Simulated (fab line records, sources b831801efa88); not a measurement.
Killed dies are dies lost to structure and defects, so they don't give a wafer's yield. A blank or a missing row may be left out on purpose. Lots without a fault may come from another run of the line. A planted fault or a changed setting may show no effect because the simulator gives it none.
fab line records | flow sky130
record lots=14 wafers=42 last_day=50
route steps=708 shown LDD_N@239 PAD_OPEN@708
lots that met no fault: from a run of the same line without faults
start_h: hours from the record's first day to the start of the lot's first wafer shown | wait_h: hours since the lot's step before | " the same as in the row above | L1.1+2: a row that stands for several wafers | - no value, or no start given | * or withheld: withheld | < > ~ a bound
route shown NAME@n: a module of which the file shows steps, and the number in the route of the first | usual: mean/standard deviation of fault-free wafers | same: alike in all rows | chamber/n: place in a boat | sites: the reading at each site | _std_site: their standard deviation | _edge_site: outer sites' mean less inner sites' | radius_mm: how far each site lies from the wafer's centre | mask NAME#n: copy n | behind: the tool/chamber that last shaped the wafer | hold: why the lot was held/for how many hours/how that ended | device: the transistor (n, p or np) that didn't switch | end of line: the same wafers' tests at the end of the route | a step without rows: its recipe alone | killed: dies lost to structure and defects at the first sort, not the wafer's yield | map: a wafer's dies, x killed, . not, _ none there
set.NAME: the setting as run; set.NAME@STEP: as run at that earlier step | model.NAME: the simulator's own value behind a step, which no gauge read
steps of the route over a sample of lots; a table a step, a row a wafer
services: from which hour (start_h, from the record's first day; less than 0 if before it) a tool's chamber was out of use, for how many hours, and why
## steps
# step SKY_LDD_N_COAT_02
# recipe resist=NOVOLAK spin_rpm=3000 resist_thk_nm=300
# usual exhaust_pa=44.8/0.91 resist_line_temp_C=22.96/0.12
# columns lot.wafer tool chamber start_h wait_h exhaust_pa resist_line_temp_C
L321.2 litho_track-01 0 393.34 0.1 44.9 22.89
L321.5 " 0 " " 44.9 22.98
L321.6 " 0 " " 44.7 22.88
L324.1 litho_track-02 0 423.46 0.1 44.0 22.99
L324.5 " 0 " " 44.8 22.90
L324.6 " 0 " " 43.9 22.88
L326.1 litho_track-01 0 436.47 0.1 44.9 22.85
L326.2 " 0 " " 43.5 22.88
L326.3 " 0 " " 43.7 22.94
L327.3 litho_track-02 0 452.96 0.1 46.5 23.04
L327.4 " 0 " " 46.4 22.92
L327.6 " 0 " " 47.3 22.93
L329.1 litho_track-01 0 460.27 0.1 44.1 23.04
L329.3 " 0 " " 44.0 23.14
L329.6 " 0 " " 44.0 23.13
L330.1 litho_track-02 0 466.26 0.1 45.1 23.10
L330.2 " 0 " " 44.2 23.01
L330.3 " 0 " " 45.5 22.98
L331.1 litho_track-04 0 482.74 0.1 45.3 22.88
L331.2 " 0 " " 45.2 23.04
L331.6 " 0 " " 42.2 22.82
L332.2 litho_track-04 0 501.12 0.1 43.6 22.82
L332.3 " 0 " " 44.5 22.74
L332.4 " 0 " " 44.4 22.85
L334.3 litho_track-02 0 505.26 0.1 46.2 23.08
L334.4 " 0 " " 45.0 23.22
L334.6 " 0 " " 44.7 23.24
L337.2 litho_track-04 0 530.57 0.1 45.7 23.19
L337.3 " 0 " " 44.7 23.04
L337.6 " 0 " " 44.3 23.04
L336.1 litho_track-02 0 531.11 0.1 46.2 23.16
L336.4 " 0 " " 46.9 23.04
L336.5 " 0 " " 44.4 23.04
L339.1 litho_track-04 0 545.04 0.1 44.9 22.86
L339.2 " 0 " " 45.2 22.84
L339.4 " 0 " " 44.8 22.97
L343.3 litho_track-01 0 581.37 0.1 44.6 23.06
L343.5 " 0 " " 44.8 23.13
L343.6 " 0 " " 44.8 22.98
L344.1 litho_track-02 0 591.26 0.1 45.7 22.85
L344.4 " 0 " " 45.6 22.96
L344.6 " 0 " " 44.8 22.87
# step SKY_LDD_N_STRIP_16
# recipe chemistry=O2/N2 power_w=1400 pressure_mtorr=1500 platen_temp_c=withheld o2_flow_sccm=3000 n2_flow_sccm=300 overash_fraction=0.5
# usual drypump_motor_current_A=5.6/0.5 oes_product_au=0.406/0.0047 strip_time_to_endpoint_s=4.310/0.016
# columns lot.wafer tool chamber start_h wait_h drypump_motor_current_A oes_product_au rf_hours_counter_h strip_time_to_endpoint_s
L321.2 plasma_asher-03 0 410.30 0.1 5.2 0.403 29 4.292
L321.5 " 0 " " 5.2 0.409 - 4.289
L321.6 " 1 " " 5.4 0.409 - 4.270
L324.1 plasma_asher-03 0 439.68 0.1 5.2 0.415 33 4.316
L324.5 " 1 " " 5.4 0.413 - 4.302
L324.6 " 0 " " 5.2 0.402 - 4.308
L326.1 plasma_asher-04 0 453.30 0.1 5.4 0.397 1 4.298
L326.2 " 1 " " 5.7 0.406 1 4.292
L326.3 " 1 " " 5.7 0.403 - 4.287
L327.3 plasma_asher-01 0 470.09 0.1 6.6 0.407 - 4.338
L327.4 " 1 " " 5.3 0.407 - 4.334
L327.6 " 1 " " 5.3 0.415 - 4.312
L329.1 plasma_asher-01 1 477.15 0.1 5.3 0.402 68 4.280
L329.3 " 1 " " 5.3 0.403 - 4.292
L329.6 " 1 " " 5.3 0.416 - 4.297
L330.1 plasma_asher-04 1 483.14 0.1 5.6 0.403 4 4.321
L330.2 " 0 " " 5.4 0.407 4 4.307
L330.3 " 0 " " 5.4 0.410 - 4.307
L331.1 plasma_asher-04 1 499.60 0.1 5.7 0.397 6 4.300
L331.2 " 0 " " 5.4 0.404 6 4.312
L331.6 " 1 " " 5.7 0.401 - 4.326
L332.2 plasma_asher-04 0 517.04 0.1 5.4 0.404 7 4.313
L332.3 " 0 " " 5.4 0.405 - 4.304
L332.4 " 1 " " 5.7 0.404 - 4.301
L334.3 plasma_asher-01 1 522.08 0.1 5.3 0.407 - 4.333
L334.4 " 0 " " 6.6 0.413 - 4.310
L334.6 " 0 " " 6.6 0.402 - 4.320
L337.2 plasma_asher-03 0 547.23 0.1 5.2 0.405 44 4.243
L337.3 " 0 " " 5.2 0.399 - 4.260
L337.6 " 1 " " 5.4 0.400 - 4.239
L336.1 plasma_asher-04 0 547.53 0.1 5.4 0.399 10 4.316
L336.4 " 1 " " 5.7 0.403 - 4.319
L336.5 " 0 " " 5.4 0.397 - 4.319
L339.1 plasma_asher-01 0 560.60 0.1 6.6 0.399 77 4.250
L339.2 " 1 " " 5.3 0.403 77 4.265
L339.4 " 0 " " 6.6 0.410 - 4.250
L343.3 plasma_asher-04 1 597.61 0.1 5.7 0.403 - 4.307
L343.5 " 1 " " 5.7 0.405 - 4.289
L343.6 " 0 " " 5.4 0.403 - 4.317
L344.1 plasma_asher-03 0 607.45 0.1 5.2 0.409 51 4.308
L344.4 " 1 " " 5.4 0.407 - 4.319
L344.6 " 0 " " 5.2 0.407 - 4.331
# step SKY_PAD_OPEN_PROBE_99
# usual killed_at_M0_to_M3=44/7.9 killed_at_M4_up=3.1/1.9 killed_at_contacts=24/4.6 killed_at_front_end=16/4.9 killed_at_other=0.3/0.6 killed_dies=87/9.7 killed_open=48/7.2 killed_short=39/5.6
# same gross_dies=492 killed_at_back_side=0
# columns lot.wafer tool chamber start_h wait_h killed_at_M0_to_M3 killed_at_M4_up killed_at_contacts killed_at_front_end killed_at_other killed_dies killed_open killed_short
L339.1 prober-02 - 1189.23 0.1 40 3 23 15 1 82 47 33
L339.2 prober-02 - 1189.28 0.1 38 1 32 21 1 93 47 45
L339.4 prober-02 - 1189.38 0.2 35 2 24 16 0 77 35 42
# killed by level:class
L339.1 METAL1:geometric_particle:short=10 CONTACT:geometric_particle:open=9 VIA1:geometric_particle:open=8 FIELD_ISO:geometric_particle:open=7 LI_CONTACT:geometric_particle:open=7 VIA3:geometric_particle:open=6 METAL2:geometric_particle:short=4 POLY_GATE:geometric_particle:open=3
L339.2 CONTACT:geometric_particle:open=13 FIELD_ISO:geometric_particle:short=8 METAL2:geometric_particle:short=8 LI_CONTACT:geometric_particle:open=7 VIA1:geometric_particle:short=6 FIELD_ISO:geometric_particle:open=4 LOCAL_INTERCONNECT:geometric_particle:short=4 CONTACT:geometric_particle:short=4
L339.4 CONTACT:geometric_particle:open=10 CONTACT:geometric_particle:short=7 VIA1:geometric_particle:short=7 VIA1:geometric_particle:open=6 METAL2:geometric_particle:short=5 POLY_GATE:geometric_particle:short=4 METAL3:geometric_particle:short=4 VIA3:geometric_particle:short=4
## services
# columns tool chamber start_h hours kind
plasma_asher-04 - 378.52 4.3 pm
plasma_asher-04 - 413.80 0.9 repair
plasma_asher-04 - 421.25 9.0 pm
plasma_asher-04 0 421.25 9.0 vent_cycle
plasma_asher-04 1 421.25 9.0 vent_cycle
plasma_asher-04 - 430.25 10.0 pm
plasma_asher-04 0 430.25 - clean
plasma_asher-04 1 430.25 - clean
plasma_asher-04 - 437.79 3.2 repair
plasma_asher-04 - 502.54 2.8 repair
plasma_asher-04 - 559.68 28.0 repair
litho_track-04 - 595.81 - consumable_replace:filter
## key
first_sign step=SKY_LDD_N_STRIP_16 reading=strip_time_to_endpoint_s direction=down sigmas=3.7 usual=* struck=*
effect none on later readings
met_at SKY_LDD_N_COAT_02
struck_lots L337,L339
tester_left_out L337,L339
onset_between 501.12 530.57
fault kind=process_parameter_drift tool=litho_track-04 chamber=- onset_h=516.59 steps=SKY_LDD_N_COAT_02 channel=resist_thk_nm offset=-4.3461 shape=step end_h=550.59 acts_in=these_recipes_only stated=300
# tester_left_out: of these lots the tester's yield and bins aren't shown, on N5 and GAA mostly nor the transistor test; their killed dies are dies lost to structure and defects alone, not to doping, threshold or leakage, so they don't give the yield
